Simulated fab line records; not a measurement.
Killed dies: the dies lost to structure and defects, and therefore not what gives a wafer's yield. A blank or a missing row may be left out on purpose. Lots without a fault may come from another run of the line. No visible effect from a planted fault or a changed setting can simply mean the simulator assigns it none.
Split-lot trial    flow sky130    23 wafers read from 5 lots, route of 708 steps

SPLIT DETAILS
At SKY_CAPM_SOFTBAKE_08 (time 60 s), the setting temp-c was moved away from the recipe's 90 C on 10 of the 23 wafers read, by -1.2% to +3.9%. The other wafers ran this setting at the recipe's value.

FROM THE SPLIT TO THE READING: what the file shows between them, 2 steps
- SKY_CAPM_EXPOSE_09: exposes mask CAPM, target cd 1000 nm
- SKY_CAPM_PEB_10

THE READING
NOVOLAK_of_CAPM_COAT_07.thk-nm (the simulator's own value, which no gauge read), in nm, at SKY_CAPM_DEVELOP_11 (develop time 60 s). No usual value for it is given in the file. Here, 13 wafers ran the recipe; their average is 1139 nm with a standard deviation of 2.4 nm.

wafer   tool, chamber at the split  temp-c as run, C  against the recipe  NOVOLAK_of_CAPM_COAT_07.thk-nm, nm  against lot-mates on the recipe
L076.1  litho-track-03, 0           90                recipe              1136                                -
L076.3  litho-track-03, 0           93.54             +3.9%               1129                                -8
L076.4  litho-track-03, 0           90                recipe              1138                                -
L076.5  litho-track-03, 0           90                recipe              1138                                -
L076.6  litho-track-03, 0           93.54             +3.9%               1128                                -9
L077.1  litho-track-01, 0           88.88             -1.2%               1145                                +6
L077.4  litho-track-01, 0           88.88             -1.2%               1145                                +6
L077.2  litho-track-01, 0           90                recipe              1141                                -
L077.3  litho-track-01, 0           88.88             -1.2%               1140                                +1
L077.5  litho-track-01, 0           90                recipe              1137                                -
L079.1  litho-track-03, 0           90                recipe              1137                                -
L079.3  litho-track-03, 0           90                recipe              1137                                -
L079.2  litho-track-03, 0           90                recipe              1138                                -
L079.5  litho-track-03, 0           92.75             +3.1%               1127                                -10
L079.6  litho-track-03, 0           92.75             +3.1%               1132                                -5
L081.1  litho-track-01, 0           90                recipe              1144                                -
L081.2  litho-track-01, 0           90                recipe              1141                                -
L081.5  litho-track-01, 0           90                recipe              1143                                -
L084.2  litho-track-04, 0           90                recipe              1141                                -
L084.3  litho-track-04, 0           90                recipe              1138                                -
L084.4  litho-track-04, 0           91.61             +1.8%               1133                                -6
L084.5  litho-track-04, 0           91.61             +1.8%               1129                                -10
L084.6  litho-track-04, 0           91.61             +1.8%               1134                                -6

FIT RESULTS
A straight line over all 23 wafers: NOVOLAK_of_CAPM_COAT_07.thk-nm changes by -3.06 nm for each +1% of temp-c; r = -0.89; the points scatter about the line by 2.5 nm.
The same after taking each lot's own level away (the mean of its wafers on the recipe; 23 wafers): -2.72 nm for each +1%; r = -0.90; scatter 2.1 nm.
Per that fit: largest temp-c move, reading shift of 11 nm.
The span of the lots' own levels, 1137.3 to 1142.7 nm, comes to 2.2 times the standard deviation stated above.
In other words, the slope is changed by the lot-to-lot level; the two fits disagree.
Check: with one of the wafers moved furthest among these (+3.9%) left out of the fit, the line predicts -11.5 nm for it against its lot-mates. It came out at -8.33 nm against them.

FURTHER SPLITS ON THESE WAFERS
These wafers also went through other splits before the reading. Each is held against what the fit with the lots' levels taken away leaves over:
other split on the same wafers             wafers away from the commonest value  r with NOVOLAK_of_CAPM_COAT_07.thk-nm (lot level and that fit taken away)
SKY_LI_CONTACT_CVD_21 temp-c               9                                     -0.06
SKY_CONTACT_CVD_24 pressure-torr           18                                    +0.20
SKY_METAL2_SPUTTER_02 power-w              9                                     -0.34
SKY_METAL2_SPUTTER_04 chamber-pressure-pa  15                                    -0.11
SKY_METAL3_SPUTTER_00 power-w              8                                     +0.24
SKY_METAL3_SPUTTER_01 time-s               9                                     -0.02

THE FILE'S OWN FIT
NOVOLAK_of_CAPM_COAT_07.thk-nm changes by -2.62 nm for each +1% of temp-c, r = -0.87.
